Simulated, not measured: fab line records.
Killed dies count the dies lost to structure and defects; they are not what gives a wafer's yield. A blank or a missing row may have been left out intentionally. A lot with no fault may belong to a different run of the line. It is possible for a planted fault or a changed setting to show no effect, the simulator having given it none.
Chamber matching | flow sky130 | SKY_VIA2_ETCH_14 on rie_diel-03 has 4 sister chambers
The step etches BARC in N2/H2, stops on SiO2, time 45.9 s, target depth 60 nm. 4 wafers are shown with their chamber, then 9 later ones without.

## WAFERS WITH THEIR CHAMBER
wafer  | chamber | throttle_valve_pct (%)
L082.2 | 3       | 13.232
L085.1 | 1       | 13.230
L085.2 | 0       | 13.221
L085.3 | 2       | 13.230

## WAFERS WITHOUT THEIR CHAMBER
wafer  | throttle_valve_pct (%)
L092.3 | 13.232
L092.4 | 13.213
L092.5 | 13.238
L093.1 | 13.230
L093.3 | 13.219
L093.6 | 13.213
L095.1 | 13.221
L095.4 | 13.235
L095.6 | 13.219

## WHICH CHAMBER EACH WENT THROUGH
wafer  | from the rows above          | in truth
L092.3 | can't be placed: 3 or 1 or 2 | 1
L092.4 | 0                            | 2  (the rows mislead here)
L092.5 | can't be placed: 3 or 1 or 2 | 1
L093.1 | can't be placed: 1 or 2 or 3 | 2
L093.3 | 0                            | 0
L093.6 | 0                            | 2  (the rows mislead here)
L095.1 | 0                            | 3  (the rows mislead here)
L095.4 | can't be placed: 3 or 1 or 2 | 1
L095.6 | 0                            | 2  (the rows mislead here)
1 of 9 placed correctly. From these rows, 4 cannot be placed; in 4 the true chamber is one of the candidates. Wrongly placed: 4.
How it was worked out, from the rows above alone: a wafer's distance from a chamber is the root of the sum, over the readings, of the square of ((its reading less the chamber's mean) divided by the reading's scatter). If the next closest chamber is less than 2 further off than the closest, the wafer can't be placed; otherwise it belongs to the closest. Each chamber's mean is taken over the wafers shown for it. The scatter: root of mean squared gap, hidden wafer to nearest shown wafer, with one shown wafer a chamber.
